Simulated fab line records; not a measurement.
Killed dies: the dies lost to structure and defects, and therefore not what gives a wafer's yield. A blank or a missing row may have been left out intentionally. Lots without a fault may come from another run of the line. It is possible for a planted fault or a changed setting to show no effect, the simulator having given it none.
Matching of chambers | flow sky130 | cmp-01 running SKY_LI_CONTACT_CMP_02: 4 sister chambers
The step polishes PSG. 7 wafers are shown with their chamber, then 7 later ones without.

== EACH WAFER AND ITS CHAMBER ==
wafer  | chamber | motor-current-A (A) | head-pressure-psi (psi)
L672.4 | 2       | 9.4                 | 3.978
L672.6 | 0       | 12.6                | 3.991
L675.1 | 3       | 12.4                | 3.994
L675.3 | 0       | 12.3                | 3.995
L675.5 | 1       | 11.7                | 4.000
L679.3 | 3       | 12.6                | 4.010
L679.4 | 1       | 11.8                | 3.994

== WAFERS WITH NO CHAMBER GIVEN ==
wafer  | motor-current-A (A) | head-pressure-psi (psi)
L679.6 | 12.9                | 4.012
L681.3 | 12.5                | 3.990
L681.5 | 9.7                 | 3.997
L681.6 | 11.8                | 4.003
L683.1 | 12.3                | 4.008
L683.3 | 13.3                | 3.992
L683.4 | 13.5                | 4.007

== EACH ONE'S CHAMBER ==
wafer  | from the rows above     | in truth
L679.6 | can't be placed: 3 or 0 | 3
L681.3 | can't be placed: 0 or 3 | 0
L681.5 | 2                       | 2
L681.6 | 1                       | 1
L683.1 | can't be placed: 3 or 0 | 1
L683.3 | can't be placed: 3 or 0 | 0
L683.4 | can't be placed: 3 or 0 | 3
Placed correctly: 2 of 7. From these rows, 5 cannot be placed; in 4 the true chamber is one of the candidates. Placed wrongly: 0.
How it was worked out, from the rows above alone: a wafer's distance from a chamber is the root of the sum, over the readings, of the square of ((its reading less the chamber's mean) divided by the reading's scatter). If the next closest chamber is less than 2 further off than the closest, the wafer can't be placed; otherwise it belongs to the closest. A chamber's mean is the mean of its shown wafers. The scatter is the square root of a quotient: the sum, over the shown wafers, of each reading's squared deviation from its chamber's mean, divided by wafers minus chambers.
